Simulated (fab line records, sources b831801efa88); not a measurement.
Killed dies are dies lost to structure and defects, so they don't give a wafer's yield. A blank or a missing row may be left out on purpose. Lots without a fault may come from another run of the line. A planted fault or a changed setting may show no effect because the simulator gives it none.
fab line records | flow sky130
record lots=11 wafers=33 last_day=50
route steps=708 shown METAL3@567 VIA4@659 METAL5@677 PASSIVATION@693 PAD_OPEN@708
lots that met no fault: from a run of the same line without faults
start_h: hours from the record's first day to the start of the lot's first wafer shown | wait_h: hours since the lot's step before | " the same as in the row above | L1.1+2: a row that stands for several wafers | - no value, or no start given | * or withheld: withheld | < > ~ a bound
route shown NAME@n: a module of which the file shows steps, and the number in the route of the first | usual: mean/standard deviation of fault-free wafers | same: alike in all rows | chamber/n: place in a boat | sites: the reading at each site | _std_site: their standard deviation | _edge_site: outer sites' mean less inner sites' | radius_mm: how far each site lies from the wafer's centre | mask NAME#n: copy n | behind: the tool/chamber that last shaped the wafer | hold: why the lot was held/for how many hours/how that ended | device: the transistor (n, p or np) that didn't switch | end of line: the same wafers' tests at the end of the route | a step without rows: its recipe alone | killed: dies lost to structure and defects at the first sort, not the wafer's yield | map: a wafer's dies, x killed, . not, _ none there
set.NAME: the setting as run; set.NAME@STEP: as run at that earlier step | model.NAME: the simulator's own value behind a step, which no gauge read
steps of the route over a sample of lots; a table a step, a row a wafer
services: from which hour (start_h, from the record's first day; less than 0 if before it) a tool's chamber was out of use, for how many hours, and why
## steps
# step SKY_METAL3_ETCH_17
# recipe target=SiO2 stop_on=TiN chemistry=C4F8/O2/Ar source_w=1500 bias_w=1200 pressure_mtorr=40 c4f8_flow_sccm=withheld O2_flow_sccm=6 Ar_flow_sccm=300 time_s=3.9 target_depth_a=150
# usual oes_product_au=0.756/0.0072 rf_fwd_power_W=1469/8
# columns lot.wafer tool chamber start_h wait_h oes_product_au rf_fwd_power_W rf_hours_counter_h
L921.3 rie_diel-02 1 938.94 0.0 0.754 1457 22
L921.4 " 1 " " 0.757 1455 -
L921.6 " 3 " " 0.756 1463 -
L923.1 rie_diel-01 2 950.87 0.1 0.754 1481 20
L923.2 " 1 " " 0.747 1460 18
L923.3 " 0 " " 0.745 1476 21
L922.2 rie_diel-01 1 955.06 0.1 0.747 1462 18
L922.5 " 3 " " 0.760 1477 -
L922.6 " 2 " " 0.756 1473 -
L924.1 rie_diel-01 3 958.71 0.1 0.761 1477 8
L924.4 " 2 " " 0.767 1477 20
L924.5 " 2 " " 0.763 1480 -
L926.3 rie_diel-01 2 977.82 0.0 0.763 1474 20
L926.4 " 0 " " 0.768 1478 21
L926.6 " 1 " " 0.762 1459 -
L927.1 rie_diel-02 1 981.41 0.1 0.756 1457 23
L927.4 " 0 " " 0.754 1461 6
L927.6 " 2 " " 0.765 1471 -
L928.1 rie_diel-02 3 986.04 0.1 0.753 1467 10
L928.2 " 1 " " 0.756 1467 24
L928.6 " 2 " " 0.753 1473 -
L929.1 rie_diel-02 0 995.79 0.1 0.747 1469 6
L929.2 " 2 " " 0.743 1489 7
L929.6 " 2 " " 0.764 1482 -
L930.2 rie_diel-01 1 1001.01 0.1 0.745 1464 20
L930.3 " 2 " " 0.743 1478 21
L930.4 " 0 " " 0.741 1477 22
L934.1 rie_diel-01 1 1028.66 0.1 0.746 1464 20
L934.3 " 3 " " 0.759 1467 10
L934.4 " 2 " " 0.753 1479 22
L942.1 rie_diel-03 1 1060.50 0.1 0.743 1464 13
L942.2 " 2 " " 0.759 1460 22
L942.5 " 2 " " 0.757 1461 -
# step SKY_VIA4_THK_MEAS_20
# recipe thk_meas_gauge=xrf reads=W_of_VIA4_CVD_18
# usual VIA4_W_THK=511/5.5
# columns lot.wafer tool chamber start_h wait_h VIA4_W_THK[nm]
L921.3 film_metro-04 - 1034.51 0.1 505
L921.4 " - " " 501
L921.6 " - " " 507
L923.1 film_metro-04 - 1043.36 0.1 517
L923.2 " - " " 520
L923.3 " - " " 519
L922.2 film_metro-02 - 1045.89 0.1 509
L922.5 " - " " 511
L922.6 " - " " 512
L924.1 film_metro-02 - 1048.57 0.1 519
L924.4 " - " " 511
L924.5 " - " " 510
L926.3 film_metro-02 - 1069.92 0.1 516
L926.4 " - " " 517
L926.6 " - " " 516
L927.1 film_metro-03 - 1071.81 0.1 509
L927.4 " - " " 506
L927.6 " - " " 499
L928.1 film_metro-04 - 1077.11 0.1 519
L928.2 " - " " 515
L928.6 " - " " 515
L929.1 film_metro-04 - 1086.87 0.1 511
L929.2 " - " " 514
L929.6 " - " " 517
L930.2 film_metro-04 - 1101.07 0.1 511
L930.3 " - " " 510
L930.4 " - " " 515
L934.1 film_metro-03 - 1120.29 0.1 515
L934.3 " - " " 514
L934.4 " - " " 512
L942.1 film_metro-03 - 1150.67 0.1 510
L942.2 " - " " 504
L942.5 " - " " 506
# step SKY_METAL5_STRIP_16
# recipe chemistry=O2/N2 power_w=1400 pressure_mtorr=1500 platen_temp_c=withheld o2_flow_sccm=3000 n2_flow_sccm=300 overash_fraction=0.5
# usual drypump_motor_current_A=6.0/0.43 o2_flow_sccm=3000/9.2 oes_product_au=0.710/0.0047 strip_time_to_endpoint_s=13.04/0.12
# columns lot.wafer tool chamber start_h wait_h drypump_motor_current_A o2_flow_sccm oes_product_au rf_hours_counter_h strip_time_to_endpoint_s
L921.3 plasma_asher-02 0 1057.63 0.1 5.5 3005 0.715 - 12.95
L921.4 " 1 " " 5.9 2984 0.709 - 13.01
L921.6 " 0 " " 5.5 3002 0.703 - 13.01
L923.1 plasma_asher-04 0 1067.78 0.2 6.5 2982 0.705 29 12.96
L923.2 " 1 " " 6.3 3007 0.701 29 13.15
L923.3 " 0 " " 6.5 3002 0.712 - 13.15
L922.2 plasma_asher-04 1 1070.49 0.2 6.3 2995 0.715 30 12.85
L922.5 " 0 " " 6.5 2996 0.707 - 13.02
L922.6 " 1 " " 6.3 2986 0.712 - 12.84
L924.1 plasma_asher-04 0 1073.41 0.2 6.5 2990 0.708 30 13.22
L924.4 " 0 " " 6.5 2993 0.708 - 12.89
L924.5 " 1 " " 6.3 3008 0.706 - 13.06
L926.3 plasma_asher-02 1 1092.36 0.1 5.9 3004 0.712 - 12.96
L926.4 " 0 " " 5.5 2994 0.719 - 13.18
L926.6 " 1 " " 5.9 3003 0.710 - 13.27
L927.1 plasma_asher-02 0 1093.74 0.2 5.5 2998 0.702 64 13.02
L927.4 " 0 " " 5.5 2998 0.706 - 13.14
L927.6 " 1 " " 5.9 3009 0.710 - 13.09
L928.1 plasma_asher-01 1 1099.68 0.2 5.6 2995 0.711 98 13.34
L928.2 " 0 " " 5.1 3012 0.712 98 13.17
L928.6 " 1 " " 5.6 3000 0.707 - 13.13
L929.1 plasma_asher-04 0 1107.88 0.2 6.5 3017 0.702 33 13.09
L929.2 " 1 " " 6.3 3007 0.712 33 12.99
L929.6 " 0 " " 6.5 3000 0.712 - 13.06
L930.2 plasma_asher-04 1 1121.28 0.2 6.3 3000 0.705 34 12.98
L930.3 " 1 " " 6.3 3024 0.716 - 13.01
L930.4 " 0 " " 6.5 3001 0.706 - 13.24
L934.1 plasma_asher-02 1 1139.11 0.2 5.9 2992 0.708 68 13.14
L934.3 " 1 " " 5.9 2996 0.705 - 13.01
L934.4 " 0 " " 5.5 3009 0.714 - 13.16
L942.1 plasma_asher-04 0 1169.94 0.2 6.5 2992 0.713 39 13.11
L942.2 " 1 " " 6.3 3009 0.709 39 13.20
L942.5 " 0 " " 6.5 2997 0.711 - 13.11
# step SKY_PASSIVATION_STRIP_12
# recipe chemistry=O2/N2 power_w=1400 pressure_mtorr=1500 platen_temp_c=withheld overash_fraction=0.7 o2_flow_sccm=3000 n2_flow_sccm=300
# usual drypump_motor_current_A=5.8/0.53 o2_flow_sccm=3000/8.2 oes_product_au=0.661/0.0046 strip_time_to_endpoint_s=31.48/0.14
# columns lot.wafer tool chamber start_h wait_h drypump_motor_current_A o2_flow_sccm oes_product_au rf_hours_counter_h strip_time_to_endpoint_s
L921.3 plasma_asher-03 1 1081.00 0.1 6.8 3009 0.656 - 31.43
L921.4 " 0 " " 5.9 2994 0.667 - 31.48
L921.6 " 1 " " 6.8 2997 0.659 - 31.48
L923.1 plasma_asher-03 1 1089.84 0.1 6.8 3003 0.665 3 31.48
L923.2 " 0 " " 5.9 2994 0.666 3 31.59
L923.3 " 0 " " 5.9 3012 0.661 - 31.37
L922.2 plasma_asher-01 1 1092.52 0.1 5.6 2990 0.664 98 31.41
L922.5 " 0 " " 5.1 2993 0.662 - 31.53
L922.6 " 1 " " 5.6 2992 0.661 - 31.30
L924.1 plasma_asher-03 0 1096.59 0.1 5.9 3011 0.659 3 31.29
L924.4 " 0 " " 5.9 3012 0.661 - 31.41
L924.5 " 1 " " 6.8 2998 0.658 - 31.37
L926.3 plasma_asher-02 1 1113.63 0.1 5.9 2996 0.662 - 31.32
L926.4 " 0 " " 5.5 3000 0.657 - 31.41
L926.6 " 0 " " 5.5 2994 0.664 - 31.57
L927.1 plasma_asher-02 1 1115.47 0.1 5.9 2992 0.672 66 31.41
L927.4 " 1 " " 5.9 2999 0.656 - 31.43
L927.6 " 0 " " 5.5 2994 0.662 - 31.45
L928.1 plasma_asher-01 0 1119.67 0.1 5.1 2996 0.660 101 31.58
L928.2 " 1 " " 5.6 2992 0.670 101 31.47
L928.6 " 0 " " 5.1 3013 0.663 - 31.49
L929.1 plasma_asher-02 0 1129.09 0.1 5.5 3013 0.654 67 31.56
L929.2 " 1 " " 5.9 3000 0.650 67 31.71
L929.6 " 0 " " 5.5 3000 0.662 - 31.34
L930.2 plasma_asher-02 1 1140.44 0.1 5.9 2993 0.662 68 31.78
L930.3 " 1 " " 5.9 2991 0.653 - 31.62
L930.4 " 0 " " 5.5 2992 0.664 - 31.69
L934.1 plasma_asher-02 1 1158.74 0.1 5.9 2999 0.663 70 31.71
L934.3 " 0 " " 5.5 2998 0.660 - 31.59
L934.4 " 1 " " 6.0 3006 0.658 - 31.60
L942.1 plasma_asher-02 1 1188.57 0.1 5.9 2990 0.655 73 31.70
L942.2 " 0 " " 5.5 3009 0.660 73 31.62
L942.5 " 0 " " 5.5 3001 0.657 - 31.66
# step SKY_PAD_OPEN_PROBE_99
# usual defect_limited_yield=82.1/2 killed_at_M0_to_M3=43/6.4 killed_at_M4_up=3.2/1.8 killed_at_contacts=25/5.5 killed_at_front_end=16/5.2 killed_at_other=0.3/0.49 killed_dies=88/10 killed_open=48/7 killed_short=40/7.1 sort_bin_3_pad_short=0.9/0.42 sort_bin_5_function=10.5/1.6 sort_bin_6_memory=6.5/1.2 sort_n_pass=404/10 sort_yield_pct=82.1/2
# same gross_dies=492 killed_at_back_side=0 sort_bin_4_leakage[%]=0 sort_bin_8_speed[%]=0
# columns lot.wafer tool chamber start_h wait_h defect_limited_yield[%] killed_at_M0_to_M3 killed_at_M4_up killed_at_contacts killed_at_front_end killed_at_other killed_dies killed_open killed_short sort_bin_3_pad_short[%] sort_bin_5_function[%] sort_bin_6_memory[%] sort_n_pass sort_yield_pct[%]
L921.3 prober-02 - 1104.30 0.2 82.7 53 3 16 13 0 85 54 31 0.2 11.8 5.3 407 82.7
L921.4 prober-02 - 1104.35 0.2 83.1 43 2 27 11 0 83 40 43 1.0 10.6 5.3 409 83.1
L921.6 prober-02 - 1104.45 0.2 84.3 32 5 18 22 0 77 45 32 0.8 8.9 5.9 415 84.3
L923.1 prober-01 - 1112.39 0.1 81.9 46 3 25 15 0 89 49 40 1.2 9.3 7.5 403 81.9
L923.2 prober-01 - 1112.44 0.1 83.7 48 3 20 9 0 80 45 35 0.4 9.6 6.3 412 83.7
L923.3 prober-01 - 1112.49 0.2 82.9 33 8 26 16 1 84 41 43 1.0 10.0 6.1 408 82.9
L922.2 prober-02 - 1115.60 0.1 83.1 44 2 28 9 0 83 53 30 1.0 10.4 5.5 409 83.1
L922.5 prober-02 - 1115.75 0.2 84.1 50 1 16 11 0 78 37 41 0.4 10.6 4.9 414 84.1
L922.6 prober-02 - 1115.80 0.2 81.1 53 3 24 13 0 93 51 42 0.4 11.2 7.3 399 81.1
L924.1 prober-01 - 1119.40 0.1 83.7 33 4 28 14 1 80 42 38 0.6 10.2 5.5 412 83.7
L924.4 prober-01 - 1119.55 0.2 83.9 40 2 22 15 0 79 40 39 0.4 10.4 5.3 413 83.9
L924.5 prober-01 - 1119.60 0.2 80.5 44 2 31 19 0 96 53 43 0.2 11.6 7.7 396 80.5
L926.3 prober-01 - 1134.97 0.2 82.3 34 2 35 15 1 87 49 38 0.8 8.7 8.1 405 82.3
L926.4 prober-01 - 1135.02 0.2 84.3 42 3 16 16 0 77 48 29 1.0 7.9 6.7 415 84.3
L926.6 prober-01 - 1135.12 0.2 83.1 51 1 14 17 0 83 47 36 0.6 9.1 7.1 409 83.1
L927.1 prober-02 - 1136.94 0.1 79.3 47 6 28 20 1 102 52 50 0.8 13.8 6.1 390 79.3
L927.4 prober-02 - 1137.09 0.2 81.5 41 5 24 21 0 91 45 46 0.8 12.6 5.1 401 81.5
L927.6 prober-02 - 1137.19 0.2 81.3 49 4 25 13 1 92 46 46 1.0 10.8 6.9 400 81.3
L928.1 prober-01 - 1140.17 0.1 82.7 43 1 19 21 1 85 43 42 1.2 7.9 8.1 407 82.7
L928.2 prober-01 - 1140.22 0.1 84.6 42 3 16 15 0 76 40 36 0.4 10.4 4.7 416 84.6
L928.6 prober-01 - 1140.42 0.2 82.3 49 4 17 17 0 87 36 51 0.6 9.6 7.5 405 82.3
L929.1 prober-02 - 1150.15 0.1 81.7 48 2 25 15 0 90 48 42 0.8 10.8 6.7 402 81.7
L929.2 prober-02 - 1150.20 0.1 77.8 57 5 34 12 1 109 56 53 1.0 14.2 6.9 383 77.8
L929.6 prober-02 - 1150.40 0.2 83.5 41 3 24 13 0 81 48 33 0.4 9.8 6.3 411 83.5
L930.2 prober-01 - 1160.83 0.1 84.3 34 0 22 21 0 77 42 35 1.0 7.9 6.7 415 84.3
L930.3 prober-01 - 1160.88 0.2 79.3 52 2 28 20 0 102 51 51 1.6 10.6 8.5 390 79.3
L930.4 prober-01 - 1160.93 0.2 77.4 40 2 37 31 1 111 58 53 1.2 12.0 9.3 381 77.4
L934.1 prober-02 - 1178.85 0.1 83.3 39 7 17 19 0 82 41 41 0.4 11.4 4.9 410 83.3
L934.3 prober-02 - 1178.95 0.2 81.1 42 1 26 24 0 93 48 45 1.0 10.8 7.1 399 81.1
L934.4 prober-02 - 1179.00 0.2 74.0 90 4 26 8 0 128 45 26 3.5 16.5 6.1 364 74.0
L942.1 prober-01 - 1206.95 0.1 82.3 35 3 26 23 0 87 44 43 1.4 9.8 6.5 405 82.3
L942.2 prober-01 - 1207.00 0.1 85.4 36 4 18 14 0 72 39 33 1.4 9.3 3.9 420 85.4
L942.5 prober-01 - 1207.15 0.2 79.3 47 4 31 19 1 102 47 55 1.2 11.4 8.1 390 79.3
# killed by level:class
L921.3 VIA1:geometric_particle:open=15 VIA2:geometric_particle:open=9 VIA3:geometric_particle:open=7 LI_CONTACT:geometric_particle:open=5 POLY_GATE:geometric_particle:open=4 CONTACT:geometric_particle:open=4 METAL3:geometric_particle:short=4 POLY_GATE:geometric_particle:short=3
L921.4 VIA1:geometric_particle:open=10 VIA1:geometric_particle:short=9 LOCAL_INTERCONNECT:geometric_particle:short=9 LI_CONTACT:geometric_particle:open=8 CONTACT:geometric_particle:open=7 METAL1:geometric_particle:short=6 VIA3:geometric_particle:short=6 VIA2:geometric_particle:open=4
L921.6 VIA1:geometric_particle:open=15 LOCAL_INTERCONNECT:geometric_particle:short=8 POLY_GATE:geometric_particle:short=6 FIELD_ISO:geometric_particle:open=5 VIA3:geometric_particle:open=5 POLY_GATE:geometric_particle:open=4 LI_CONTACT:geometric_particle:open=4 CONTACT:geometric_particle:open=4
L923.1 VIA1:geometric_particle:open=14 VIA2:geometric_particle:open=8 CONTACT:geometric_particle:open=7 VIA1:geometric_particle:short=7 LI_CONTACT:geometric_particle:short=6 VIA3:geometric_particle:open=6 METAL1:geometric_particle:short=5 LI_CONTACT:geometric_particle:open=5
L923.2 VIA1:geometric_particle:open=12 LI_CONTACT:geometric_particle:open=7 VIA1:geometric_particle:short=7 VIA2:geometric_particle:open=6 CONTACT:geometric_particle:open=5 METAL1:geometric_particle:short=5 VIA3:geometric_particle:open=5 METAL3:geometric_particle:short=4
L923.3 VIA3:geometric_particle:open=10 CONTACT:geometric_particle:open=8 LI_CONTACT:geometric_particle:open=7 METAL4:geometric_particle:short=7 FIELD_ISO:geometric_particle:short=6 LOCAL_INTERCONNECT:geometric_particle:short=5 VIA1:geometric_particle:open=4 FIELD_ISO:geometric_particle:open=3
L922.2 VIA1:geometric_particle:open=11 CONTACT:geometric_particle:open=10 LI_CONTACT:geometric_particle:open=9 VIA2:geometric_particle:open=7 VIA3:geometric_particle:open=7 METAL1:geometric_particle:short=5 VIA1:geometric_particle:short=5 LOCAL_INTERCONNECT:geometric_particle:short=3
L922.5 VIA2:geometric_particle:open=11 CONTACT:geometric_particle:open=8 METAL1:geometric_particle:short=7 VIA1:geometric_particle:open=6 METAL2:geometric_particle:short=5 VIA3:geometric_particle:short=5 FIELD_ISO:geometric_particle:short=4 METAL3:geometric_particle:short=4
L922.6 VIA3:geometric_particle:open=12 VIA2:geometric_particle:open=9 CONTACT:geometric_particle:open=8 METAL2:geometric_particle:short=8 VIA1:geometric_particle:open=7 VIA1:geometric_particle:short=7 CONTACT:geometric_particle:short=6 FIELD_ISO:geometric_particle:open=4
L924.1 CONTACT:geometric_particle:open=11 VIA1:geometric_particle:open=9 POLY_GATE:geometric_particle:short=6 VIA3:geometric_particle:open=6 LI_CONTACT:geometric_particle:open=5 METAL2:geometric_particle:short=5 LI_CONTACT:geometric_particle:short=4 CONTACT:geometric_particle:short=4
L924.4 VIA1:geometric_particle:open=11 CONTACT:geometric_particle:open=11 METAL1:geometric_particle:short=6 POLY_GATE:geometric_particle:short=5 VIA2:geometric_particle:open=5 METAL2:geometric_particle:short=5 LOCAL_INTERCONNECT:geometric_particle:short=4 CONTACT:geometric_particle:short=4
L924.5 VIA1:geometric_particle:open=10 LI_CONTACT:geometric_particle:open=9 CONTACT:geometric_particle:open=8 METAL1:geometric_particle:short=7 FIELD_ISO:geometric_particle:open=6 VIA1:geometric_particle:short=6 VIA3:geometric_particle:open=6 LI_CONTACT:geometric_particle:short=4
L926.3 CONTACT:geometric_particle:open=14 VIA2:geometric_particle:open=9 CONTACT:geometric_particle:short=8 POLY_GATE:geometric_particle:short=7 LI_CONTACT:geometric_particle:open=7 METAL1:geometric_particle:short=5 VIA1:geometric_particle:open=5 VIA3:geometric_particle:open=5
L926.4 VIA2:geometric_particle:open=15 VIA1:geometric_particle:open=8 CONTACT:geometric_particle:short=6 POLY_GATE:geometric_particle:open=5 METAL1:geometric_particle:short=4 VIA3:geometric_particle:open=4 METAL2:geometric_particle:short=3 VIA2:geometric_particle:short=3
L926.6 VIA2:geometric_particle:open=13 VIA1:geometric_particle:open=10 CONTACT:geometric_particle:open=7 METAL1:geometric_particle:short=6 FIELD_ISO:geometric_particle:short=5 FIELD_ISO:geometric_particle:open=5 METAL3:geometric_particle:short=4 VIA3:geometric_particle:short=4
L927.1 CONTACT:geometric_particle:short=10 VIA3:geometric_particle:open=10 METAL1:geometric_particle:short=8 VIA1:geometric_particle:open=8 CONTACT:geometric_particle:open=8 VIA2:geometric_particle:open=6 LOCAL_INTERCONNECT:geometric_particle:short=5 FIELD_ISO:geometric_particle:open=4
L927.4 CONTACT:geometric_particle:open=10 VIA1:geometric_particle:open=8 POLY_GATE:geometric_particle:short=6 LI_CONTACT:geometric_particle:open=6 METAL1:geometric_particle:short=6 METAL2:geometric_particle:short=5 VIA1:geometric_particle:short=5 VIA2:geometric_particle:open=5
L927.6 VIA1:geometric_particle:open=12 METAL2:geometric_particle:short=10 CONTACT:geometric_particle:open=8 LI_CONTACT:geometric_particle:open=7 VIA3:geometric_particle:open=6 POLY_GATE:geometric_particle:short=5 CONTACT:geometric_particle:short=5 VIA2:geometric_particle:open=5
L928.1 VIA1:geometric_particle:open=11 POLY_GATE:geometric_particle:short=6 LI_CONTACT:geometric_particle:open=6 METAL1:geometric_particle:short=6 VIA1:geometric_particle:short=5 FIELD_ISO:geometric_particle:open=4 CONTACT:geometric_particle:short=4 CONTACT:geometric_particle:open=4
L928.2 VIA1:geometric_particle:open=11 LOCAL_INTERCONNECT:geometric_particle:short=6 CONTACT:geometric_particle:open=6 VIA3:geometric_particle:open=5 METAL1:geometric_particle:short=5 CONTACT:geometric_particle:short=4 FIELD_ISO:geometric_particle:open=4 FIELD_ISO:geometric_particle:short=4
L928.6 METAL1:geometric_particle:short=11 VIA1:geometric_particle:open=8 POLY_GATE:geometric_particle:short=6 VIA1:geometric_particle:short=6 METAL2:geometric_particle:short=5 VIA3:geometric_particle:open=5 LI_CONTACT:geometric_particle:open=4 LOCAL_INTERCONNECT:geometric_particle:short=4
L929.1 VIA1:geometric_particle:open=12 VIA2:geometric_particle:open=8 POLY_GATE:geometric_particle:short=7 LI_CONTACT:geometric_particle:open=7 LOCAL_INTERCONNECT:geometric_particle:short=7 CONTACT:geometric_particle:open=5 METAL1:geometric_particle:short=5 METAL2:geometric_particle:short=5
L929.2 VIA1:geometric_particle:open=14 LI_CONTACT:geometric_particle:open=9 METAL2:geometric_particle:short=9 VIA3:geometric_particle:open=8 LI_CONTACT:geometric_particle:short=7 LOCAL_INTERCONNECT:geometric_particle:short=7 METAL1:geometric_particle:short=7 CONTACT:geometric_particle:open=6
L929.6 VIA1:geometric_particle:open=9 CONTACT:geometric_particle:open=8 LI_CONTACT:geometric_particle:open=7 FIELD_ISO:geometric_particle:open=6 CONTACT:geometric_particle:short=6 VIA2:geometric_particle:open=6 VIA3:geometric_particle:open=6 VIA1:geometric_particle:short=5
L930.2 CONTACT:geometric_particle:open=11 VIA1:geometric_particle:open=9 POLY_GATE:geometric_particle:short=7 FIELD_ISO:geometric_particle:open=6 METAL2:geometric_particle:short=6 FIELD_ISO:geometric_particle:short=5 VIA2:geometric_particle:open=5 LI_CONTACT:geometric_particle:open=4
L930.3 CONTACT:geometric_particle:open=10 VIA3:geometric_particle:open=10 METAL2:geometric_particle:short=10 POLY_GATE:geometric_particle:short=7 CONTACT:geometric_particle:short=7 POLY_GATE:geometric_particle:open=6 VIA1:geometric_particle:open=6 LI_CONTACT:geometric_particle:open=6
L930.4 CONTACT:geometric_particle:open=20 FIELD_ISO:geometric_particle:short=11 METAL2:geometric_particle:short=8 VIA1:geometric_particle:short=8 FIELD_ISO:geometric_particle:open=6 LI_CONTACT:geometric_particle:open=6 POLY_GATE:geometric_particle:short=6 POLY_GATE:geometric_particle:open=5
L934.1 VIA1:geometric_particle:open=10 METAL2:geometric_particle:short=6 CONTACT:geometric_particle:short=5 VIA3:geometric_particle:open=5 METAL4:geometric_particle:short=5 FIELD_ISO:geometric_particle:open=4 FIELD_ISO:geometric_particle:short=4 POLY_GATE:geometric_particle:open=4
L934.3 VIA1:geometric_particle:open=10 LI_CONTACT:geometric_particle:open=7 LOCAL_INTERCONNECT:geometric_particle:short=7 FIELD_ISO:geometric_particle:open=6 CONTACT:geometric_particle:open=6 METAL3:geometric_particle:short=6 FIELD_ISO:geometric_particle:short=5 VIA1:geometric_particle:short=5
L934.4 METAL3:unspecified=57 CONTACT:geometric_particle:open=8 VIA3:geometric_particle:open=7 LI_CONTACT:geometric_particle:open=7 VIA1:geometric_particle:open=7 LOCAL_INTERCONNECT:geometric_particle:short=6 METAL1:geometric_particle:short=4 VIA2:geometric_particle:open=4
L942.1 CONTACT:geometric_particle:open=11 VIA2:geometric_particle:open=8 METAL2:geometric_particle:short=7 POLY_GATE:geometric_particle:short=6 VIA1:geometric_particle:open=6 FIELD_ISO:geometric_particle:short=4 POLY_GATE:geometric_particle:open=4 SPACER:geometric_particle:short=4
L942.2 CONTACT:geometric_particle:open=9 METAL2:geometric_particle:short=7 VIA3:geometric_particle:open=6 FIELD_ISO:geometric_particle:open=5 LOCAL_INTERCONNECT:geometric_particle:short=4 METAL1:geometric_particle:short=4 VIA1:geometric_particle:short=4 VIA1:geometric_particle:open=4
L942.5 CONTACT:geometric_particle:short=10 VIA1:geometric_particle:open=10 LI_CONTACT:geometric_particle:open=8 VIA1:geometric_particle:short=8 CONTACT:geometric_particle:open=7 FIELD_ISO:geometric_particle:open=6 VIA3:geometric_particle:open=6 POLY_GATE:geometric_particle:short=5
## services
# columns tool chamber start_h hours kind
rie_diel-02 - 927.40 2.8 pm
rie_diel-02 0 932.07 8.8 repair
rie_diel-02 2 941.72 3.5 repair
plasma_asher-04 - 949.84 7.5 repair
rie_diel-02 2 970.93 6.1 repair
plasma_asher-02 - 986.59 2.8 pm
plasma_asher-04 - 994.23 6.3 repair
rie_diel-03 3 1002.08 14.8 repair
rie_diel-02 - 1012.88 0.4 repair
rie_diel-02 - 1022.43 0.6 repair
plasma_asher-02 - 1049.89 0.4 repair
plasma_asher-03 - 1055.25 9.0 pm
rie_diel-02 1 1056.50 - clean
rie_diel-02 1 1056.50 23.7 scheduled_down
plasma_asher-03 - 1060.51 4.1 repair
plasma_asher-02 - 1065.85 1.3 repair
plasma_asher-02 - 1067.16 6.9 repair
rie_diel-01 3 1081.72 10.1 repair
rie_diel-03 0 1102.90 1.5 repair
rie_diel-02 - 1139.91 1.6 repair
rie_diel-03 2 1151.04 10.2 repair
rie_diel-01 - 1154.01 14.6 pm
rie_diel-01 - 1168.61 2.8 pm
rie_diel-03 - 1178.61 1.5 repair
## key
first_sign step=SKY_PAD_OPEN_PROBE_99 reading=killed_at_M0_to_M3 direction=up sigmas=7.3 usual=43 struck=90
effect step=SKY_PAD_OPEN_PROBE_99 reading=sort_bin_3_pad_short direction=up sigmas=6.1 usual=0.9 struck=3.5
met_at SKY_METAL3_ETCH_17
struck_lots L934
struck_wafers L934.4
not_acting_at SKY_VIA4_THK_MEAS_20,SKY_METAL5_STRIP_16,SKY_PASSIVATION_STRIP_12
onset_between 1001.01 1028.66
fault kind=chamber_particle_source tool=rie_diel-01 chamber=2 onset_h=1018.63 steps=SKY_METAL3_ETCH_17 rate_per_visit_cm2=0.99411 end_h=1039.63
